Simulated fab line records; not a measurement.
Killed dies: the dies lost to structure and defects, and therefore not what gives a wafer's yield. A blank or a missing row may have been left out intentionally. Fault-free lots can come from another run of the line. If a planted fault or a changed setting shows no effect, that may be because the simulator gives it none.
What tool caused it? :: flow gf180mcu :: 36 wafers from 12 lots sampled at 4 of the route's 602 steps

## WHAT EACH GAUGE READ, for each wafer
GF_CONTACT_RS_MEAS_25: measurement is done with a four-point probe.
lot: L338
measured: day 16 05:43
on: film metro-01
CONTACT_W_RS (ohm/sq): 0.391 0.389 0.391

lot: L339
measured: day 16 13:49
on: film metro-01
CONTACT_W_RS (ohm/sq): 0.385 0.387 0.385

lot: L345
measured: day 18 15:50
on: film metro-04
CONTACT_W_RS (ohm/sq): 43.554 43.292 43.151 43.514 43.300 43.109

lot: L346
measured: day 19 02:26
on: film metro-04
CONTACT_W_RS (ohm/sq): 44.325 44.478 44.930 44.320 44.372 44.981

lot: L347
measured: day 19 09:15
on: film metro-04
CONTACT_W_RS (ohm/sq): 0.379 0.384 0.378

lot: L350
measured: day 20 15:40
on: film metro-04
CONTACT_W_RS (ohm/sq): 0.389 0.391 0.389

lot: L351
measured: day 20 23:15
on: film metro-01
CONTACT_W_RS (ohm/sq): 0.385 0.378 0.378

lot: L352
measured: day 21 09:02
on: film metro-01
CONTACT_W_RS (ohm/sq): 0.387 0.380 0.385

lot: L354
measured: day 22 03:17
on: film metro-02
CONTACT_W_RS (ohm/sq): 0.385 0.385 0.386

lot: L355
measured: day 22 08:13
on: film metro-02
CONTACT_W_RS (ohm/sq): 0.395 0.390 0.389

lot: L360
measured: day 24 01:24
on: film metro-01
CONTACT_W_RS (ohm/sq): 0.387 0.383 0.392

lot: L361
measured: day 24 09:42
on: film metro-02
CONTACT_W_RS (ohm/sq): 0.384 0.390 0.386

## EACH LOT AND THE TOOL THAT RAN IT (in order: tool; ch and the chambers of the sampled wafers; start)
lot: L338
GF_SAB_ETCH_11: rie diel-02 ch 1,2,3, day 15 05:59
GF_CONTACT_SOFTBAKE_10: litho track-03 ch 0, day 16 05:35 or earlier
GF_CONTACT_CVD_24: cvd w-01 ch 0,1, day 16 05:35

lot: L339
GF_SAB_ETCH_11: rie diel-04 ch 1,3, day 15 13:05
GF_CONTACT_SOFTBAKE_10: litho track-03 ch 0, day 16 13:41 or earlier
GF_CONTACT_CVD_24: cvd w-01 ch 0,1, day 16 13:41

lot: L345
GF_SAB_ETCH_11: rie diel-04 ch 1,2, day 17 13:38
GF_CONTACT_SOFTBAKE_10: litho track-03 ch 0, day 18 15:44 or earlier
GF_CONTACT_CVD_24: cvd w-01 ch 0,1, day 18 15:44

lot: L346
GF_SAB_ETCH_11: rie diel-02 ch 0,1,3, day 18 01:01
GF_CONTACT_SOFTBAKE_10: litho track-04 ch 0, day 19 02:20 or earlier
GF_CONTACT_CVD_24: cvd w-02 ch 0,1, day 19 02:20

lot: L347
GF_SAB_ETCH_11: rie diel-01 ch 0,1, day 18 06:20
GF_CONTACT_SOFTBAKE_10: litho track-03 ch 0, day 19 09:09 or earlier
GF_CONTACT_CVD_24: cvd w-02 ch 0, day 19 09:09

lot: L350
GF_SAB_ETCH_11: rie diel-02 ch 0,1,2, day 19 14:12
GF_CONTACT_SOFTBAKE_10: litho track-04 ch 0, day 20 15:32 or earlier
GF_CONTACT_CVD_24: cvd w-01 ch 0,1, day 20 15:32

lot: L351
GF_SAB_ETCH_11: rie diel-01 ch 0,2, day 19 21:02
GF_CONTACT_SOFTBAKE_10: litho track-01 ch 0, day 20 23:08 or earlier
GF_CONTACT_CVD_24: cvd w-02 ch 0,1, day 20 23:08

lot: L352
GF_SAB_ETCH_11: rie diel-02 ch 1,2, day 20 06:59
GF_CONTACT_SOFTBAKE_10: litho track-01 ch 0, day 21 08:55 or earlier
GF_CONTACT_CVD_24: cvd w-02 ch 0,1, day 21 08:55

lot: L354
GF_SAB_ETCH_11: rie diel-01 ch 0,1,3, day 21 01:13
GF_CONTACT_SOFTBAKE_10: litho track-03 ch 0, day 22 03:11 or earlier
GF_CONTACT_CVD_24: cvd w-01 ch 0,1, day 22 03:11

lot: L355
GF_SAB_ETCH_11: rie diel-01 ch 0,1,3, day 21 06:28
GF_CONTACT_SOFTBAKE_10: litho track-03 ch 0, day 22 08:07 or earlier
GF_CONTACT_CVD_24: cvd w-01 ch 0,1, day 22 08:07

lot: L360
GF_SAB_ETCH_11: rie diel-02 ch 1,2,3, day 23 00:08
GF_CONTACT_SOFTBAKE_10: litho track-04 ch 0, day 24 01:17 or earlier
GF_CONTACT_CVD_24: cvd w-01 ch 0, day 24 01:17

lot: L361
GF_SAB_ETCH_11: rie diel-02 ch 0,1,2, day 23 08:41
GF_CONTACT_SOFTBAKE_10: litho track-04 ch 0, day 24 09:30 or earlier
GF_CONTACT_CVD_24: cvd w-02 ch 1, day 24 09:30
- GF_SAB_ETCH_11: etches SiO2 in C4F8/O2/Ar, target depth 55 nm, time 8.5 s.
- GF_CONTACT_SOFTBAKE_10: time 62.09 s.
- GF_CONTACT_CVD_24: deposits W, target thk 300 nm, time 90.339 s.

## AS READ BY THE TOOLS THEMSELVES (means over the sampled wafers that have a number; for cases with no such wafer, the mark the record gives instead)
GF_SAB_ETCH_11.
lot: L338
tool: rie diel-02
oes product au (a.u.): 1.004
rf fwd power W (W): 1471

lot: L339
tool: rie diel-04
oes product au (a.u.): 0.987
rf fwd power W (W): 1472

lot: L345
tool: rie diel-04
oes product au (a.u.): 0.986
rf fwd power W (W): 1472

lot: L346
tool: rie diel-02
oes product au (a.u.): 1.003
rf fwd power W (W): 1470

lot: L347
tool: rie diel-01
oes product au (a.u.): 1.007
rf fwd power W (W): 1473

lot: L350
tool: rie diel-02
oes product au (a.u.): 1.008
rf fwd power W (W): 1466

lot: L351
tool: rie diel-01
oes product au (a.u.): 1.003
rf fwd power W (W): 1464

lot: L352
tool: rie diel-02
oes product au (a.u.): 0.996
rf fwd power W (W): 1468

lot: L354
tool: rie diel-01
oes product au (a.u.): 0.995
rf fwd power W (W): 1469

lot: L355
tool: rie diel-01
oes product au (a.u.): 1.005
rf fwd power W (W): 1472

lot: L360
tool: rie diel-02
oes product au (a.u.): 0.995
rf fwd power W (W): 1470

lot: L361
tool: rie diel-02
oes product au (a.u.): 0.991
rf fwd power W (W): 1474

GF_CONTACT_SOFTBAKE_10.
lot: L338
tool: litho track-03
heater power total W (W): 93.19
plate sensor t centre C (C): 131.01
plate sensor t edge C (C): 131.21

lot: L339
tool: litho track-03
heater power total W (W): 93.10
plate sensor t centre C (C): 131.02
plate sensor t edge C (C): 131.21

lot: L345
tool: litho track-03
heater power total W (W): 93.17
plate sensor t centre C (C): 131.01
plate sensor t edge C (C): 131.21

lot: L346
tool: litho track-04
heater power total W (W): 93.17
plate sensor t centre C (C): 131.01
plate sensor t edge C (C): 131.22

lot: L347
tool: litho track-03
heater power total W (W): 93.20
plate sensor t centre C (C): 131.02
plate sensor t edge C (C): 131.21

lot: L350
tool: litho track-04
heater power total W (W): 93.12
plate sensor t centre C (C): 131.01
plate sensor t edge C (C): 131.20

lot: L351
tool: litho track-01
heater power total W (W): 93.22
plate sensor t centre C (C): 131.01
plate sensor t edge C (C): 131.21

lot: L352
tool: litho track-01
heater power total W (W): 93.13
plate sensor t centre C (C): 131.02
plate sensor t edge C (C): 131.21

lot: L354
tool: litho track-03
heater power total W (W): 93.16
plate sensor t centre C (C): 131.00
plate sensor t edge C (C): 131.21

lot: L355
tool: litho track-03
heater power total W (W): 93.23
plate sensor t centre C (C): 131.01
plate sensor t edge C (C): 131.21

lot: L360
tool: litho track-04
heater power total W (W): 93.18
plate sensor t centre C (C): 131.02
plate sensor t edge C (C): 131.21

lot: L361
tool: litho track-04
heater power total W (W): 93.18
plate sensor t centre C (C): 131.02
plate sensor t edge C (C): 131.21

GF_CONTACT_CVD_24.
lot: L338
tool: cvd w-01
chamber pressure Torr (Torr): 40.04
heater power outer w (W): 489
heater power w (W): 757

lot: L339
tool: cvd w-01
chamber pressure Torr (Torr): 39.97
heater power outer w (W): 498
heater power w (W): 760

lot: L345
tool: cvd w-01
chamber pressure Torr (Torr): -
heater power outer w (W): -
heater power w (W): -

lot: L346
tool: cvd w-02
chamber pressure Torr (Torr): -
heater power outer w (W): -
heater power w (W): -

lot: L347
tool: cvd w-02
chamber pressure Torr (Torr): 40.08
heater power outer w (W): 476
heater power w (W): 742

lot: L350
tool: cvd w-01
chamber pressure Torr (Torr): 40.03
heater power outer w (W): 550
heater power w (W): 822

lot: L351
tool: cvd w-02
chamber pressure Torr (Torr): 39.99
heater power outer w (W): 526
heater power w (W): 794

lot: L352
tool: cvd w-02
chamber pressure Torr (Torr): 39.92
heater power outer w (W): 531
heater power w (W): 804

lot: L354
tool: cvd w-01
chamber pressure Torr (Torr): 39.90
heater power outer w (W): 495
heater power w (W): 766

lot: L355
tool: cvd w-01
chamber pressure Torr (Torr): 39.98
heater power outer w (W): 499
heater power w (W): 765

lot: L360
tool: cvd w-01
chamber pressure Torr (Torr): 40.11
heater power outer w (W): 445
heater power w (W): 719

lot: L361
tool: cvd w-02
chamber pressure Torr (Torr): 39.97
heater power outer w (W): 566
heater power w (W): 823

## THE ANSWER, worked out from the rows above alone
Rule: the lots themselves supply what counts as usual. The widest of any qualifying gaps counts: lots, ordered by their means at a reading, are off when they make up no more than a third of the lots, leave a main group of 4 or more, and stand apart from it by 3 or more times the standard deviation of that group's means. Not used: any main group whose means are identical at the precision the tables above print for the reading. A lot without any number at a reading at which 4 lots or more have one is off too. All remaining lots with rows at the step are treated as sound. The gauges are gone through in route order, then the tools' own readings, and for those a lot's mean is taken as printed above. The first step at which some lot is off is used, and at that step the reading that is off furthest; a lot without a number counts as furthest.
Off: at GF_CONTACT_RS_MEAS_25 (CONTACT_W_RS), L345, L346. The main group: mean 0.386 ohm/sq, standard deviation 0.0036.
A tool fits if, at a process step before that reading, it ran every lot that is off, and no sound lot after the first of them. The gauges at GF_CONTACT_RS_MEAS_25 aren't tried: what is off there is off at GF_CONTACT_CVD_24 too, on other tools, and a gauge's error can't cause that. Because GF_CONTACT_SOFTBAKE_10 lacks a start for some lots, the hours and order of its lots are taken from GF_CONTACT_CVD_24. No candidate that was tried fits.

## WHAT THE SIMULATOR HAD PUT IN
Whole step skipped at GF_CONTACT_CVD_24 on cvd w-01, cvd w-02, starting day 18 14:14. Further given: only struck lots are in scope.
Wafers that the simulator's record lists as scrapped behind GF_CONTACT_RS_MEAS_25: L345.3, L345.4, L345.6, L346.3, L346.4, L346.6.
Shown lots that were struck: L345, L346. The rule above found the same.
